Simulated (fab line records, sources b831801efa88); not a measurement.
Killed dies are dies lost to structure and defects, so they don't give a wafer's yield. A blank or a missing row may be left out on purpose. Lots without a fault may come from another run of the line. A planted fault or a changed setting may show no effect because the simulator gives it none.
Which tool did it? | flow sky130 | 11 lots, 33 wafers sampled, at 5 steps of a route of 708

WHAT THE GAUGES READ, wafer by wafer
SKY_CONTACT_BOW_MEAS_05. Usual: CONTACT_BOW 81 um, standard deviation 7.4.
lot  | measured     | on            | CONTACT_BOW (um) | flag
L455 | day 31 12:55 | film_metro-01 | 92 88 78         |
L457 | day 32 03:29 | film_metro-02 | 76 77 82         |
L459 | day 33 05:20 | film_metro-01 | 80 79 78         |
L460 | day 33 13:16 | film_metro-02 | 76 70 71         |
L461 | day 33 14:50 | film_metro-03 | 85 72 78         |
L469 | day 35 14:41 | film_metro-01 | 75 80 79         |
L470 | day 36 03:24 | film_metro-02 | 82 64 81         |
L471 | day 36 07:13 | film_metro-01 | 88 90 80         |
L472 | day 36 14:52 | film_metro-03 | 87 81 89         |
L473 | day 36 21:10 | film_metro-02 | 71 65 85         |
L475 | day 37 08:11 | film_metro-02 | 71 76 76         |

WHICH TOOL RAN EACH LOT (tool, then ch and the chambers of the sampled wafers, then the start)
lot  | SKY_LI_CONTACT_ETCH_14             | SKY_LI_CONTACT_STRIP_16              | SKY_LI_CONTACT_SPUTTER_20    | SKY_LI_CONTACT_CMP_24
L455 | rie_diel-02 ch 0,1, day 30 05:30   | plasma_asher-01 ch 1, day 30 05:37   | pvd_sputter-02, day 30 06:01 | cmp-01 ch 0,1,2, day 30 06:23
L457 | rie_diel-01 ch 0,3, day 30 21:47   | plasma_asher-04 ch 0,1, day 30 21:57 | pvd_sputter-03, day 30 22:17 | cmp-02 ch 2,3, day 30 22:43
L459 | rie_diel-01 ch 0,2, day 31 23:09   | plasma_asher-04 ch 0,1, day 31 23:16 | pvd_sputter-03, day 31 23:38 | cmp-01 ch 1,2,3, day 32 00:07
L460 | rie_diel-01 ch 0,1, day 32 07:20   | plasma_asher-04 ch 0,1, day 32 07:28 | pvd_sputter-03, day 32 07:50 | cmp-01 ch 0,2, day 32 08:13
L461 | rie_diel-03 ch 0,2, day 32 08:12   | plasma_asher-01 ch 0,1, day 32 08:19 | pvd_sputter-02, day 32 08:41 | cmp-01 ch 0,1, day 32 09:07
L469 | rie_diel-01 ch 0,3, day 34 08:46   | plasma_asher-01 ch 0,1, day 34 08:56 | pvd_sputter-03, day 34 09:17 | cmp-02 ch 1,2,3, day 34 09:39
L470 | rie_diel-01 ch 1,3, day 34 21:49   | plasma_asher-04 ch 0,1, day 34 21:57 | pvd_sputter-04, day 34 22:22 | cmp-01 ch 0,1,3, day 34 22:44
L471 | rie_diel-02 ch 0,1, day 35 01:40   | plasma_asher-04 ch 0,1, day 35 01:48 | pvd_sputter-04, day 35 02:10 | cmp-01 ch 0,1,2, day 35 02:38
L472 | rie_diel-01 ch 0,3, day 35 08:13   | plasma_asher-02 ch 0,1, day 35 08:21 | pvd_sputter-04, day 35 08:45 | cmp-02 ch 0,3, day 35 09:41
L473 | rie_diel-01 ch 0,1,3, day 35 15:09 | plasma_asher-02 ch 0,1, day 35 15:16 | pvd_sputter-03, day 35 15:38 | cmp-01 ch 0,1,2, day 35 16:01
L475 | rie_diel-03 ch 0,2, day 36 03:00   | plasma_asher-02 ch 0,1, day 36 03:10 | pvd_sputter-04, day 36 03:31 | cmp-02 ch 0,3, day 36 03:56
- SKY_LI_CONTACT_ETCH_14: etches BARC in N2/H2, stops on SiO2, time 45.9 s, target depth 60 nm.
- SKY_LI_CONTACT_STRIP_16: strips in O2/N2.
- SKY_LI_CONTACT_SPUTTER_20: material TiN, target thk 20 nm, time 80 s.
- SKY_LI_CONTACT_CMP_24: polishes, stops on PSG, t overpolish 20 s, target thk 0 nm.

WHAT THE TOOLS THEMSELVES READ (means of the sampled wafers that have a number; where no wafer has one, the mark that the record gives instead)
SKY_LI_CONTACT_ETCH_14. Usual: drypump_motor_current_A 5.9 A, standard deviation 0.4; oes_product_au 0.855 a.u., standard deviation 0.0049; rf_fwd_power_W 495.7 W, standard deviation 1.8; throttle_valve_pct 13.225 %, standard deviation 0.0095.
lot  | tool        | drypump_motor_current_A (A) | oes_product_au (a.u.) | rf_fwd_power_W (W) | throttle_valve_pct (%) | flag
L455 | rie_diel-02 | 5.8                         | 0.855                 | 496.0              | 13.223                 |
L457 | rie_diel-01 | 6.1                         | 0.857                 | 496.4              | 13.225                 |
L459 | rie_diel-01 | 6.0                         | 0.854                 | 697.7              | 13.216                 | OFF
L460 | rie_diel-01 | 6.0                         | 0.854                 | 693.4              | 13.223                 | OFF
L461 | rie_diel-03 | 5.6                         | 0.855                 | 494.0              | 13.221                 |
L469 | rie_diel-01 | 6.1                         | 0.855                 | 496.5              | 13.229                 |
L470 | rie_diel-01 | 6.1                         | 0.853                 | 494.9              | 13.225                 |
L471 | rie_diel-02 | 5.7                         | 0.857                 | 495.9              | 13.228                 |
L472 | rie_diel-01 | 6.0                         | 0.851                 | 495.1              | 13.221                 |
L473 | rie_diel-01 | 6.1                         | 0.859                 | 493.8              | 13.237                 |
L475 | rie_diel-03 | 5.3                         | 0.857                 | 495.0              | 13.233                 |

SKY_LI_CONTACT_STRIP_16. Usual: drypump_motor_current_A 5.69 A, standard deviation 0.29; oes_product_au 0.375 a.u., standard deviation 0.0049; strip_time_to_endpoint_s 3.49 s, standard deviation 0.031.
lot  | tool            | drypump_motor_current_A (A) | oes_product_au (a.u.) | strip_time_to_endpoint_s (s) | flag
L455 | plasma_asher-01 | 5.29                        | 0.377                 | 3.53                         |
L457 | plasma_asher-04 | 5.90                        | 0.374                 | 3.51                         |
L459 | plasma_asher-04 | 5.85                        | 0.369                 | 3.35                         | OFF
L460 | plasma_asher-04 | 5.86                        | 0.367                 | 3.38                         | OFF
L461 | plasma_asher-01 | 5.18                        | 0.375                 | 3.46                         |
L469 | plasma_asher-01 | 5.17                        | 0.370                 | 3.49                         |
L470 | plasma_asher-04 | 5.85                        | 0.371                 | 3.50                         |
L471 | plasma_asher-04 | 5.86                        | 0.374                 | 3.45                         |
L472 | plasma_asher-02 | 5.87                        | 0.378                 | 3.52                         |
L473 | plasma_asher-02 | 5.85                        | 0.373                 | 3.50                         |
L475 | plasma_asher-02 | 5.78                        | 0.375                 | 3.46                         |

SKY_LI_CONTACT_SPUTTER_20. Usual: cathode_dc_power_W 4000.0 W, standard deviation 0.71; throttle_valve_pct 30.0 %, standard deviation 1.3.
lot  | tool           | cathode_dc_power_W (W) | throttle_valve_pct (%) | flag
L455 | pvd_sputter-02 | 3999.0                 | 30.2                   |
L457 | pvd_sputter-03 | 3999.9                 | 29.2                   |
L459 | pvd_sputter-03 | 3999.7                 | 28.4                   |
L460 | pvd_sputter-03 | 3999.9                 | 29.9                   |
L461 | pvd_sputter-02 | 3999.7                 | 30.3                   |
L469 | pvd_sputter-03 | 4000.2                 | 29.3                   |
L470 | pvd_sputter-04 | 4000.4                 | 31.4                   |
L471 | pvd_sputter-04 | 3999.3                 | 31.1                   |
L472 | pvd_sputter-04 | 3999.9                 | 30.2                   |
L473 | pvd_sputter-03 | 4000.2                 | 29.1                   |
L475 | pvd_sputter-04 | 4000.5                 | 30.7                   |

SKY_LI_CONTACT_CMP_24. Usual: motor_current_A 10.8 A, standard deviation 0.57; overpolish_run_s 20.000 s, standard deviation 0.0092; time_to_endpoint_s 96 s, standard deviation 3.6.
lot  | tool   | motor_current_A (A) | overpolish_run_s (s) | time_to_endpoint_s (s) | flag
L455 | cmp-01 | 10.3                | 19.998               | 97                     |
L457 | cmp-02 | 11.3                | 20.001               | 94                     |
L459 | cmp-01 | 11.0                | 20.007               | 97                     |
L460 | cmp-01 | 10.0                | 19.998               | 96                     |
L461 | cmp-01 | 10.4                | 20.003               | 95                     |
L469 | cmp-02 | 11.3                | 20.002               | 95                     |
L470 | cmp-01 | 10.4                | 20.008               | 99                     |
L471 | cmp-01 | 10.1                | 19.989               | 100                    |
L472 | cmp-02 | 11.3                | 20.001               | 103                    |
L473 | cmp-01 | 10.2                | 19.996               | 100                    |
L475 | cmp-02 | 10.9                | 20.002               | 95                     |

THE ANSWER, worked out from the rows above alone
Rule: a lot is off if the mean of its wafers that have a number lies more than 3 standard deviations from the usual mean. A lot without any number at a reading at which 4 lots or more have one is off too. The other lots that the step has rows for count as sound. The gauges are gone through in route order, then the tools' own readings, and for those a lot's mean is taken as printed above. The first step at which some lot is off is used, and at that step the reading that is off furthest; a lot without a number counts as furthest.
Off: L459, L460, at SKY_LI_CONTACT_ETCH_14 (rf_fwd_power_W).
A tool fits if, at that step or a process step before it, it ran every lot that is off, and no sound lot after the first of them. None of those tried fits.

WHAT THE SIMULATOR HAD PUT IN
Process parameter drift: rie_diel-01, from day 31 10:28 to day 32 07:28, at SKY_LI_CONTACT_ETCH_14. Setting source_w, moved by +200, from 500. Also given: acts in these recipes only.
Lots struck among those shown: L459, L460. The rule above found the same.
